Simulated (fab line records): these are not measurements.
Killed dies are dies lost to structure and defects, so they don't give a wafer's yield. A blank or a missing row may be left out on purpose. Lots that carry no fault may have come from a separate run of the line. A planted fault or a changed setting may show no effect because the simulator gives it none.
Comparing a struck lot with a sound one	flow gf180mcu	14 steps out of a route of 602
Sound: wafers L660.1, L660.5, L660.6. Struck: wafers L655.2, L655.3, L655.4. The cause comes at the end.
For every step that has rows: the tool of each side, followed by ch and its chambers, followed by its first start. Under that, the readings that differ: sound wafers	struck wafers	difference of the means	sigmas: that difference in standard deviations of wafers without a fault.
alike: same words and numbers on both sides, and readings whose means sit less than 2 such deviations apart. not compared: any withheld reading, any reading some wafer has no value for, any bound like >300 that may hide the same value, and any number with overlapping values for which the record gives no deviation.
The two part at a step that has a row with sigmas, a row that says differs or no value, or rows on one side only. When numbers do not overlap yet have no deviation, they are printed without sigmas and do not part them. A reading that every wafer of one side lacks parts them only if that side has two wafers or more.

GF_M4_SPUTTER_00: material Ti, target thk 37.5 nm, time 150 s.
  sound: pvd-sputter-04 at day 27 08:29; struck: pvd-sputter-04 at day 25 20:35
  alike: throttle-valve-pct
GF_M4_SPUTTER_01: material TiN, target thk 30 nm, time 25 s.
  sound: pvd-sputter-04 at day 27 08:35; struck: pvd-sputter-04 at day 25 20:41
  alike: throttle-valve-pct
GF_M4_SPUTTER_02: material AlCu, target thk 450 nm, time 23.9 s.
  sound: pvd-sputter-04 at day 27 08:37; struck: pvd-sputter-04 at day 25 20:43
  alike: throttle-valve-pct
GF_M4_SPUTTER_03: material Ti, target thk 10 nm, time 6.7 s.
  sound: pvd-sputter-04 at day 27 08:38; struck: pvd-sputter-04 at day 25 20:45
  alike: throttle-valve-pct
GF_M4_SPUTTER_04: material TiN, target thk 50 nm, time 41.7 s.
  sound: pvd-sputter-04 at day 27 08:40; struck: pvd-sputter-04 at day 25 20:46
  alike: throttle-valve-pct
GF_M4_RS_MEAS_05: uses a four-point probe to measure.
  sound: film-metro-02 at day 27 08:42; struck: film-metro-02 at day 25 20:50
  alike: M4_ALCU_RS
GF_M4_THK_MEAS_06: measures by xrf.
  sound: film-metro-02 at day 27 08:49; struck: film-metro-02 at day 25 20:56
  alike: M4_ALCU_THK
then, 5 steps without rows for these wafers: GF_M4_DEHYDRATE_07 (time 60 s); GF_M4_HMDS_08 (prime time 60 s); GF_M4_COAT_09 (resist thk 1000 nm); GF_M4_SOFTBAKE_10 (time 60 s); GF_M4_EXPOSE_11 (exposes mask Metal4, target cd 280 nm).
GF_M4_PEB_12: peb time 90 s.
  struck on litho-track-01, day 26 16:36; sound on litho-track-04 ch 0, day 28 03:54
  no value came back on the struck wafers for chill-plate-temp-C (C), exhaust-pa (Pa); on the sound wafers chill-plate-temp-C (C) reads 23.26 23.00 23.06
then, 1 step without rows for these wafers: GF_M4_DEVELOP_13 (develop time 60 s).

== WHERE THEY PART ==
Only at GF_M4_PEB_12, as far as this record shows.

WHY: what the simulator had put in
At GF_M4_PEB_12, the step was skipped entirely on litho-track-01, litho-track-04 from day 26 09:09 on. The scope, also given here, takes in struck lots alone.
